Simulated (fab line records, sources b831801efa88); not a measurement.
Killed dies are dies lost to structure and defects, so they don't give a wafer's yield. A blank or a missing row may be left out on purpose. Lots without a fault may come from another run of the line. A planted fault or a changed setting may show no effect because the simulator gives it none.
Which tool did it? | flow gf180mcu | 14 lots, 42 wafers sampled, at 7 steps of a route of 602

WHAT THE GAUGES READ, wafer by wafer
GF_NWELL_OVL_MEAS_07.
lot  | measured    | on         | NWELL_OVL (nm)
L251 | day 3 06:53 | overlay-02 | 2.6 -0.3 0.4
L252 | day 3 12:32 | overlay-02 | -1.0 -1.2 1.5
L254 | day 4 01:24 | overlay-01 | 1.1 -0.2 -0.2
L255 | day 4 10:19 | overlay-01 | -1.5 -2.3 0.0
L256 | day 4 15:04 | overlay-02 | 0.6 -2.2 -1.0
L258 | day 4 23:23 | overlay-01 | - - -
L259 | day 5 06:24 | overlay-02 | - - -
L261 | day 5 15:44 | overlay-01 | 0.9 0.8 1.3
L265 | day 6 11:14 | overlay-01 | 0.6 0.7 -0.1
L267 | day 6 22:18 | overlay-01 | -1.7 0.7 0.8
L268 | day 7 03:53 | overlay-02 | -3.8 -1.9 -1.2
L269 | day 7 08:08 | overlay-01 | 0.2 0.2 -2.2
L270 | day 7 13:00 | overlay-02 | -0.3 -1.0 -1.1
L273 | day 8 07:34 | overlay-01 | 1.5 -0.5 -1.4

GF_LVPWELL_TW_MEAS_11.
lot  | measured    | on            | LVPWELL_TW
L251 | day 3 20:25 | film_metro-02 | 562 561 562
L252 | day 4 02:40 | film_metro-04 | 547 550 550
L254 | day 4 15:10 | film_metro-04 | 551 548 551
L255 | day 5 01:04 | film_metro-04 | 554 552 553
L256 | day 5 05:52 | film_metro-04 | 551 551 552
L258 | day 5 14:23 | film_metro-02 | 1598 1609 1590
L259 | day 5 21:20 | film_metro-04 | 1568 1567 1570
L261 | day 6 07:22 | film_metro-04 | 555 553 550
L265 | day 7 03:10 | film_metro-01 | 559 563 563
L267 | day 7 14:25 | film_metro-02 | 558 560 559
L268 | day 7 20:27 | film_metro-02 | 559 560 561
L269 | day 8 00:41 | film_metro-02 | 560 556 560
L270 | day 8 06:04 | film_metro-02 | 557 558 559
L273 | day 9 00:49 | film_metro-04 | 553 553 553

GF_MVSD_TW_MEAS_11.
lot  | measured    | on            | MVSD_TW
L251 | day 4 10:01 | film_metro-04 | 1548 1547 1549
L252 | day 4 16:40 | film_metro-04 | 1556 1551 1550
L254 | day 5 05:32 | film_metro-02 | 1575 1586 1578
L255 | day 5 16:02 | film_metro-04 | 1555 1556 1564
L256 | day 5 20:46 | film_metro-04 | 1557 1562 1558
L258 | day 6 05:01 | film_metro-02 | 1980 1988 1986
L259 | day 6 12:32 | film_metro-01 | 1955 1961 1958
L261 | day 6 23:05 | film_metro-01 | 1565 1565 1563
L265 | day 7 18:48 | film_metro-04 | 1556 1565 1560
L267 | day 8 07:22 | film_metro-04 | 1555 1559 1557
L268 | day 8 13:48 | film_metro-01 | 1570 1581 1579
L269 | day 8 17:48 | film_metro-02 | 1580 1576 1583
L270 | day 8 22:53 | film_metro-04 | 1558 1566 1564
L273 | day 9 18:27 | film_metro-02 | 1578 1577 1580

GF_V1_THK_MEAS_01.
lot  | measured     | on            | V1_CVD_00_THK (nm)
L251 | day 17 01:59 | film_metro-01 | 602 606 614
L252 | day 17 10:29 | film_metro-03 | 609 605 602
L254 | day 18 05:28 | film_metro-03 | 591 591 585
L255 | day 19 00:32 | film_metro-04 | 604 598 599
L256 | day 19 07:01 | film_metro-03 | 591 602 593
L258 | day 19 21:37 | film_metro-03 | 604 603 608
L259 | day 20 07:49 | film_metro-03 | 591 602 592
L261 | day 21 09:34 | film_metro-04 | 601 595 608
L265 | day 22 06:35 | film_metro-04 | 597 604 596
L267 | day 23 02:26 | film_metro-01 | 593 590 603
L268 | day 23 11:07 | film_metro-01 | 606 604 595
L269 | day 23 17:36 | film_metro-04 | 597 597 602
L270 | day 23 23:37 | film_metro-01 | 604 602 600
L273 | day 24 20:40 | film_metro-03 | 591 601 604

WHICH TOOL RAN EACH LOT (tool, then ch and the chambers of the sampled wafers, then the start)
lot  | GF_NWELL_COAT_02                 | GF_DUAL_GATE_STRIP_13                | GF_M1_SPUTTER_00
L251 | litho_track-01 ch 0, day 3 00:09 | plasma_asher-03 ch 0,1, day 8 08:11  | pvd_sputter-03, day 16 02:55
L252 | litho_track-01 ch 0, day 3 06:12 | plasma_asher-01 ch 0,1, day 8 14:37  | pvd_sputter-04, day 16 10:41
L254 | litho_track-03 ch 0, day 3 18:23 | plasma_asher-04 ch 0,1, day 9 06:38  | pvd_sputter-04, day 17 05:05
L255 | litho_track-01 ch 0, day 4 02:58 | plasma_asher-03 ch 0,1, day 9 19:44  | pvd_sputter-02, day 17 23:35
L256 | litho_track-02 ch 0, day 4 08:22 | plasma_asher-01 ch 0,1, day 9 23:31  | pvd_sputter-04, day 18 05:49
L258 | litho_track-01, day 4 15:46      | plasma_asher-04 ch 0,1, day 10 09:58 | pvd_sputter-02, day 18 19:49
L259 | litho_track-01, day 4 23:00      | plasma_asher-01 ch 0,1, day 10 19:49 | pvd_sputter-04, day 19 06:20
L261 | litho_track-01 ch 0, day 5 07:55 | plasma_asher-04 ch 0,1, day 11 09:05 | pvd_sputter-04, day 20 08:02
L265 | litho_track-01 ch 0, day 6 03:30 | plasma_asher-04 ch 0,1, day 12 07:56 | pvd_sputter-02, day 21 05:42
L267 | litho_track-01 ch 0, day 6 14:10 | plasma_asher-04 ch 0,1, day 13 00:04 | pvd_sputter-04, day 22 02:49
L268 | litho_track-02 ch 0, day 6 20:19 | plasma_asher-04 ch 0,1, day 13 10:01 | pvd_sputter-02, day 22 11:28
L269 | litho_track-01 ch 0, day 7 00:18 | plasma_asher-04 ch 0,1, day 13 14:24 | pvd_sputter-03, day 22 17:50
L270 | litho_track-01 ch 0, day 7 05:19 | plasma_asher-03 ch 0,1, day 13 19:35 | pvd_sputter-03, day 23 00:22
L273 | litho_track-03 ch 0, day 7 22:44 | plasma_asher-04 ch 0,1, day 14 14:58 | pvd_sputter-03, day 23 21:26
- GF_NWELL_COAT_02: resist thk 3000 nm.
- GF_DUAL_GATE_STRIP_13: strips in O2/N2.
- GF_M1_SPUTTER_00: material Ti, target thk 37.5 nm, time 150 s.

WHAT THE TOOLS THEMSELVES READ (means of the sampled wafers that have a number; where no wafer has one, the mark that the record gives instead)
GF_NWELL_COAT_02.
lot  | tool           | chill_plate_temp_C (C) | dispense_pressure_kPa (kPa) | resist_line_temp_C (C)
L251 | litho_track-01 | 23.09                  | 42                          | 22.97
L252 | litho_track-01 | 23.02                  | 42                          | 22.91
L254 | litho_track-03 | 22.87                  | 42                          | 22.98
L255 | litho_track-01 | 22.99                  | 42                          | 23.08
L256 | litho_track-02 | 23.01                  | 53                          | 23.03
L258 | litho_track-01 | -                      | -                           | -
L259 | litho_track-01 | -                      | -                           | -
L261 | litho_track-01 | 23.02                  | 42                          | 23.01
L265 | litho_track-01 | 23.01                  | 42                          | 23.00
L267 | litho_track-01 | 22.99                  | 42                          | 22.86
L268 | litho_track-02 | 23.12                  | 53                          | 22.98
L269 | litho_track-01 | 23.04                  | 42                          | 23.00
L270 | litho_track-01 | 23.00                  | 42                          | 23.06
L273 | litho_track-03 | 22.93                  | 42                          | 22.98

GF_DUAL_GATE_STRIP_13.
lot  | tool            | chamber_pressure_mTorr (mTorr) | drypump_motor_current_A (A) | heater_power_w (W) | oes_product_au (a.u.) | strip_time_to_endpoint_s (s)
L251 | plasma_asher-03 | 1500.7                         | 5.5                         | 343                | 0.715                 | 12.58
L252 | plasma_asher-01 | 1499.1                         | 5.7                         | 295                | 0.716                 | 12.59
L254 | plasma_asher-04 | 1500.0                         | 5.8                         | 363                | 0.717                 | 12.65
L255 | plasma_asher-03 | 1499.2                         | 5.6                         | 320                | 0.715                 | 12.60
L256 | plasma_asher-01 | 1500.3                         | 5.6                         | 294                | 0.716                 | 12.67
L258 | plasma_asher-04 | 1499.8                         | 6.2                         | 381                | 0.718                 | 12.69
L259 | plasma_asher-01 | 1500.0                         | 5.7                         | 300                | 0.714                 | 12.63
L261 | plasma_asher-04 | 1499.5                         | 5.8                         | 365                | 0.714                 | 12.65
L265 | plasma_asher-04 | 1500.7                         | 6.2                         | 371                | 0.718                 | 12.55
L267 | plasma_asher-04 | 1499.4                         | 6.2                         | 373                | 0.718                 | 12.63
L268 | plasma_asher-04 | 1500.5                         | 6.2                         | 374                | 0.716                 | 12.64
L269 | plasma_asher-04 | 1499.4                         | 6.2                         | 366                | 0.718                 | 12.61
L270 | plasma_asher-03 | 1500.4                         | 5.5                         | 342                | 0.719                 | 12.61
L273 | plasma_asher-04 | 1500.4                         | 5.8                         | 368                | 0.717                 | 12.56

GF_M1_SPUTTER_00.
lot  | tool           | throttle_valve_pct (%)
L251 | pvd_sputter-03 | 30.1
L252 | pvd_sputter-04 | 31.0
L254 | pvd_sputter-04 | 31.1
L255 | pvd_sputter-02 | 29.4
L256 | pvd_sputter-04 | 30.8
L258 | pvd_sputter-02 | 29.9
L259 | pvd_sputter-04 | 30.8
L261 | pvd_sputter-04 | 30.8
L265 | pvd_sputter-02 | 29.5
L267 | pvd_sputter-04 | 31.8
L268 | pvd_sputter-02 | 29.7
L269 | pvd_sputter-03 | 29.8
L270 | pvd_sputter-03 | 29.8
L273 | pvd_sputter-03 | 29.8

THE ANSWER, worked out from the rows above alone
Rule: what is usual is taken from the lots themselves. Put in order of their means at a reading, lots are off if they are a third of the lots or fewer, leave a main group of 4 or more, and stand apart from it by a gap of 3 or more times the standard deviation of the main group's means; of several such gaps the widest counts. A main group whose means are all the same, to the digits that the tables above print for the reading, isn't used. A lot without any number at a reading at which 4 lots or more have one is off too. The other lots that the step has rows for count as sound. The gauges are gone through in route order, then the tools' own readings, and for those a lot's mean is taken as printed above. The first step at which some lot is off is used, and at that step the reading that is off furthest; a lot without a number counts as furthest.
Off: L258, L259, at GF_NWELL_OVL_MEAS_07 (NWELL_OVL). Without a number there: L258, L259. The main group: mean -0.3 nm, standard deviation 0.89.
A tool fits if, at a process step before that reading, it ran every lot that is off, and no sound lot after the first of them. The gauges at GF_NWELL_OVL_MEAS_07 aren't tried: what is off there is off at GF_LVPWELL_TW_MEAS_11 too, on other tools, and a gauge's error can't cause that. None of those tried fits.

WHAT THE SIMULATOR HAD PUT IN
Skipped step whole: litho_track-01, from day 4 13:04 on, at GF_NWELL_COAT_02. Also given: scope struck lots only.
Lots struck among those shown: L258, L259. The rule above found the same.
